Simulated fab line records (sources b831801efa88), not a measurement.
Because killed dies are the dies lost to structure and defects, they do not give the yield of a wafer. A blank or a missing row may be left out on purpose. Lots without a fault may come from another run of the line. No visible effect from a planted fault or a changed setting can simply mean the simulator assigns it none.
fab line records | flow sky130
record lots=7 wafers=21 lastDay=49
route steps=708 shown LDD_HVP@286 LDD_LDN@289
lots that met no fault: from a run of the same line without faults
startH: the number of hours between the record's first day and the start of the first shown wafer of the lot | waitH: hours from the lot's prior step to this one | " identical to the entry in the row above | L1.1+2: a single row standing in for several wafers | - either no value or no given start | * or withheld: withheld | < > ~ a bound
route shown NAME@n: a module of which the file shows steps, and the number in the route of the first | usual: mean and standard deviation over wafers with no fault | same: alike in all rows | chamber/n: place in a boat | sites: per-site readings | _std_site: standard deviation across them | _edge_site: mean of outer sites minus mean of inner sites | radiusMm: for every site, how far away it sits from the centre of the wafer | mask NAME#n: copy n | behind: the last tool/chamber to shape the wafer | hold: why the lot went on hold/how many hours it stayed there/how the hold came to an end | device: the n, p or np transistor that did not switch | end of line: tests of these same wafers at the route's end | a step without rows: its recipe alone | killed: count of dies lost to structure and defects at first sort (not the wafer's yield) | map: per-die view of a wafer (x killed, . not killed, _ where there is no die)
set.NAME: the setting the step ran with; set.NAME@STEP: the setting that earlier step ran with | model.NAME: the simulator's own value behind a step, which no gauge read
lots seen at some steps along the route; tables by step, rows by wafer
services: from which hour (startH, from the record's first day; less than 0 if before it) a tool's chamber was out of use, for how many hours, and why
## steps
# step SKY_LDD_HVP_IMPLANT_08
# recipe species=B energyKev=20 doseCm2=1.683e+13 tiltDeg=17.9
# step SKY_LDD_HVP_STRIP_09
# recipe chemistry=O2/N2 powerW=1400 pressureMtorr=1500 platenTempC=withheld o2FlowSccm=3000 n2FlowSccm=300 overashFraction=0.5
# usual drypumpMotorCurrentA=5.56/0.26 oesProductAu=0.409/0.0049 stripTimeToEndpointS=4.134/0.016
# columns lot.wafer tool chamber startH waitH drypumpMotorCurrentA oesProductAu rfHoursCounterH stripTimeToEndpointS
L254.2 plasmaAsher-04 0 508.95 0.1 5.66 0.413 7 4.151
L254.3 " 0 " " 5.66 0.403 - 4.151
L254.4 " 1 " " 5.94 0.403 - 4.133
L257.2 plasmaAsher-04 0 535.70 0.1 5.66 0.409 10 4.154
L257.3 " 0 " " 5.65 0.411 - 4.113
L257.5 " 1 " " 5.95 0.415 - 4.148
L261.1 plasmaAsher-03 0 575.42 0.1 5.26 0.409 73 4.114
L261.3 " 1 " " 5.78 0.404 - 4.119
L261.4 " 0 " " 5.28 0.410 - 4.141
L262.1 plasmaAsher-02 0 585.75 0.1 5.75 0.402 86 4.108
L262.2 " 1 " " 5.21 0.414 86 4.125
L262.5 " 0 " " 5.77 0.408 - 4.113
L264.1 plasmaAsher-03 0 593.74 0.1 5.30 0.409 75 4.118
L264.2 " 1 " " 5.79 0.403 75 4.148
L264.4 " 0 " " 5.27 0.403 - 4.109
L271.1 plasmaAsher-03 0 653.30 0.1 5.28 0.405 81 4.139
L271.5 " 1 " " 5.74 0.408 - 4.142
L271.6 " 0 " " 5.27 0.401 - 4.128
L273.2 plasmaAsher-03 0 669.55 0.1 5.23 0.404 83 4.104
L273.3 " 0 " " 5.26 0.400 - 4.098
L273.4 " 1 " " 5.74 0.416 - 4.103
# step SKY_LDD_HVP_TW_MEAS_10
# usual LDD_HVP_TW=451/3.7
# columns lot.wafer tool chamber startH waitH LDD_HVP_TW
L254.2 filmMetro-01 - 509.06 0.1 458
L254.3 " - " " 457
L254.4 " - " " 454
L257.2 filmMetro-04 - 535.81 0.1 449
L257.3 " - " " 448
L257.5 " - " " 450
L261.1 filmMetro-02 - 575.52 0.1 453
L261.3 " - " " 452
L261.4 " - " " 452
L262.1 filmMetro-01 - 585.85 0.1 457
L262.2 " - " " 456
L262.5 " - " " 460
L264.1 filmMetro-04 - 593.84 0.1 449
L264.2 " - " " 450
L264.4 " - " " 449
L271.1 filmMetro-02 - 653.40 0.1 449
L271.5 " - " " 448
L271.6 " - " " 450
L273.2 filmMetro-02 - 669.66 0.1 447
L273.3 " - " " 449
L273.4 " - " " 450
# step SKY_LDD_LDN_DEHYDRATE_00
# recipe tempC=200 timeS=60
# step SKY_LDD_LDN_HMDS_01
# recipe primeTimeS=60 primeTempC=120
# step SKY_LDD_LDN_COAT_02
# recipe resist=NOVOLAK spinRpm=3000 resistThkNm=1140
# step SKY_LDD_LDN_SOFTBAKE_03
# recipe tempC=90 timeS=60 resist=NOVOLAK
# step SKY_LDD_LDN_EXPOSE_04
# recipe maskId=LDNTM na=0.6 sourceShape=conventional sigmaOuter=0.6 polarization=unpolarized targetCdNm=700 doseMj=140
# step SKY_LDD_LDN_PEB_05
# recipe tempC=withheld timeS=* resist=NOVOLAK
# step SKY_LDD_LDN_DEVELOP_06
# recipe resist=NOVOLAK developer=TMAH developTimeS=60 devTempC=23
# step SKY_LDD_LDN_OVL_MEAS_07
# usual LDD_LDN_OVL=1.1/1.7
# columns lot.wafer tool chamber startH waitH LDD_LDN_OVL[nm]
L254.2 overlay-01 - 540.29 0.1 -1.6
L254.3 " - " " -2.9
L254.4 " - " " -1.8
L257.2 overlay-02 - 566.32 0.1 3.1
L257.3 " - " " 3.6
L257.5 " - " " 4.1
L261.1 overlay-01 - 605.92 0.1 2.7
L261.3 " - " " 1.3
L261.4 " - " " 0.9
L262.1 overlay-02 - 614.78 0.1 0.7
L262.2 " - " " 1.3
L262.5 " - " " 1.3
L264.1 overlay-02 - 622.47 0.1 1.9
L264.2 " - " " 0.0
L264.4 " - " " 0.7
L271.1 overlay-01 - 681.38 0.1 0.4
L271.5 " - " " 1.8
L271.6 " - " " 2.5
L273.2 overlay-02 - 697.48 0.1 0.1
L273.3 " - " " 0.5
L273.4 " - " " 1.1
# step SKY_LDD_LDN_IMPLANT_08
# recipe species=As energyKev=15 doseCm2=1.25e+13 tiltDeg=withheld rotationDeg=23
# step SKY_LDD_LDN_IMPLANT_09
# recipe species=As energyKev=15 doseCm2=1.25e+13 tiltDeg=withheld rotationDeg=113
# usual beamEnergyKeV=14.999/0.0051 beamOnS=9.99/0.2
# columns lot.wafer tool chamber startH waitH beamEnergyKeV beamOnS
L254.2 implanter-01 0 540.67 0.2 14.996 10.19
L254.3 " 0 " " 14.997 9.83
L254.4 " 0 " " 14.998 10.12
L257.2 implanter-04 0 566.53 0.1 15.003 9.93
L257.3 " 0 " " 15.004 10.27
L257.5 " 0 " " 14.998 10.03
L261.1 implanter-01 - 606.10 0.1 - -
L261.3 " - " " - -
L261.4 " - " " - -
L262.1 implanter-01 - 614.96 0.1 - -
L262.2 " - " " - -
L262.5 " - " " - -
L264.1 implanter-04 - 622.65 0.1 - -
L264.2 " - " " - -
L264.4 " - " " - -
L271.1 implanter-02 0 681.56 0.1 15.003 9.90
L271.5 " 0 " " 15.004 10.35
L271.6 " 0 " " 15.001 10.03
L273.2 implanter-01 0 697.69 0.1 15.002 10.33
L273.3 " 0 " " 15.000 9.79
L273.4 " 0 " " 15.003 10.02
# step SKY_LDD_LDN_IMPLANT_10
# recipe species=As energyKev=15 doseCm2=1.25e+13 tiltDeg=withheld rotationDeg=203
# step SKY_LDD_LDN_IMPLANT_11
# recipe species=As energyKev=15 doseCm2=1.25e+13 tiltDeg=withheld rotationDeg=293
# step SKY_LDD_LDN_STRIP_12
# recipe chemistry=O2/N2 powerW=1400 pressureMtorr=1500 platenTempC=withheld o2FlowSccm=3000 n2FlowSccm=300 overashFraction=0.5
# usual drypumpMotorCurrentA=5.60/0.22 oesProductAu=0.715/0.004 stripTimeToEndpointS=14.16/0.037
# columns lot.wafer tool chamber startH waitH drypumpMotorCurrentA oesProductAu rfHoursCounterH stripTimeToEndpointS
L254.2 plasmaAsher-01 0 541.52 0.2 5.57 0.712 44 14.06
L254.3 " 0 " " 5.58 0.710 - 14.06
L254.4 " 1 " " 5.46 0.723 - 14.05
L257.2 plasmaAsher-01 0 566.95 0.1 5.55 0.716 46 14.15
L257.3 " 1 " " 5.45 0.712 - 14.15
L257.5 " 0 " " 5.57 0.716 - 14.17
L261.1 plasmaAsher-03 0 606.55 0.1 5.25 0.717 76 14.17
L261.3 " 1 " " 5.77 0.716 - 14.20
L261.4 " 0 " " 5.26 0.713 - 14.17
L262.1 plasmaAsher-04 0 615.41 0.1 5.66 0.713 18 14.21
L262.2 " 1 " " 5.92 0.720 18 14.14
L262.5 " 1 " " 5.96 0.709 - 14.16
L264.1 plasmaAsher-03 0 623.10 0.1 5.26 0.715 78 14.12
L264.2 " 1 " " 5.79 0.718 78 14.13
L264.4 " 0 " " 5.26 0.715 - 14.19
L271.1 plasmaAsher-03 1 682.01 0.1 5.82 0.719 84 14.16
L271.5 " 1 " " 5.82 0.720 - 14.20
L271.6 " 0 " " 5.31 0.717 - 14.16
L273.2 plasmaAsher-01 1 698.11 0.1 5.46 0.719 59 14.22
L273.3 " 0 " " 5.55 0.716 - 14.18
L273.4 " 1 " " 5.45 0.716 - 14.20
# step SKY_LDD_LDN_TW_MEAS_13
# usual LDD_LDN_TW=1467/10
# columns lot.wafer tool chamber startH waitH hold LDD_LDN_TW
L254.2 filmMetro-04 - 541.63 0.1 - 1464
L254.3 " - " " - 1463
L254.4 " - " " - 1465
L257.2 filmMetro-02 - 567.06 0.1 - 1470
L257.3 " - " " - 1467
L257.5 " - " " - 1463
L261.1 filmMetro-04 - 606.65 0.1 awaitDispo/0.2h/release 1337
L261.3 " - " " awaitDispo/0.2h/release 1340
L261.4 " - " " awaitDispo/0.2h/release 1339
L261.1 filmMetro-04 - 606.88 0.2 - 1344
L261.3 " - " " - 1333
L261.4 " - " " - 1338
L262.1 filmMetro-02 - 615.51 0.1 awaitDispo/0.2h/release 1346
L262.2 " - " " awaitDispo/0.2h/release 1344
L262.5 " - " " awaitDispo/0.2h/release 1351
L262.1 filmMetro-02 - 615.74 0.2 - 1350
L262.2 " - " " - 1340
L262.5 " - " " - 1349
L264.1 filmMetro-04 - 623.20 0.1 awaitDispo/0.2h/release 1336
L264.2 " - " " awaitDispo/0.2h/release 1341
L264.4 " - " " awaitDispo/0.2h/release 1343
L264.1 filmMetro-04 - 623.43 0.2 - 1343
L264.2 " - " " - 1343
L264.4 " - " " - 1340
L271.1 filmMetro-04 - 682.11 0.1 - 1478
L271.5 " - " " - 1485
L271.6 " - " " - 1487
L273.2 filmMetro-02 - 698.22 0.1 - 1457
L273.3 " - " " - 1459
L273.4 " - " " - 1460
## services
# columns tool chamber startH hours kind
implanter-04 - 486.62 13.7 pm
implanter-02 - 506.46 3.9 repair
implanter-01 - 529.39 4.1 repair
implanter-04 - 534.69 2.9 pm
implanter-01 - 564.26 5.2 pm
implanter-01 - 602.74 2.9 pm
implanter-04 - 611.06 4.9 pm
implanter-01 - 635.90 11.0 repair
plasmaAsher-04 - 655.73 2.9 repair
implanter-02 - 657.90 6.5 repair
plasmaAsher-01 - 666.92 6.6 repair
plasmaAsher-04 - 672.43 0.8 repair
## key
firstSign step=SKY_LDD_LDN_IMPLANT_09 reading=toolRecord direction=missing
effect step=SKY_LDD_LDN_TW_MEAS_13 reading=visit direction=added
effect step=SKY_LDD_LDN_TW_MEAS_13 reading=LDD_LDN_TW direction=down sigmas=12 usual=1467 struck=1342
metAt SKY_LDD_LDN_IMPLANT_09
struckWafers L261.1,L261.3,L261.4,L262.1,L262.2,L262.5,L264.1,L264.2,L264.4
laterRowsLeftOut L261.1,L261.3,L261.4,L262.1,L262.2,L262.5,L264.1,L264.2,L264.4
sortLeftOut L261.1,L261.3,L261.4,L262.1,L262.2,L262.5,L264.1,L264.2,L264.4
testerLeftOut L261,L262,L264
onsetBetween 566.53 606.10
fault kind=skippedStepWhole tool=implanter-01,implanter-04 chamber=- onsetH=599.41 steps=SKY_LDD_LDN_IMPLANT_09 scope=struckLotsOnly
# testerLeftOut: of these lots the tester's yield and bins aren't shown, on N5 and GAA mostly nor the transistor test; their killed dies are dies lost to structure and defects alone, not to doping, threshold or leakage, so they don't give the yield
# sortLeftOut: the simulated sort isn't trusted on such a fault, so these wafers' sort isn't shown, and their yield isn't known
# laterRowsLeftOut: the simulator's readings of these wafers behind a module that went badly wrong aren't trusted and aren't shown, but for the sort
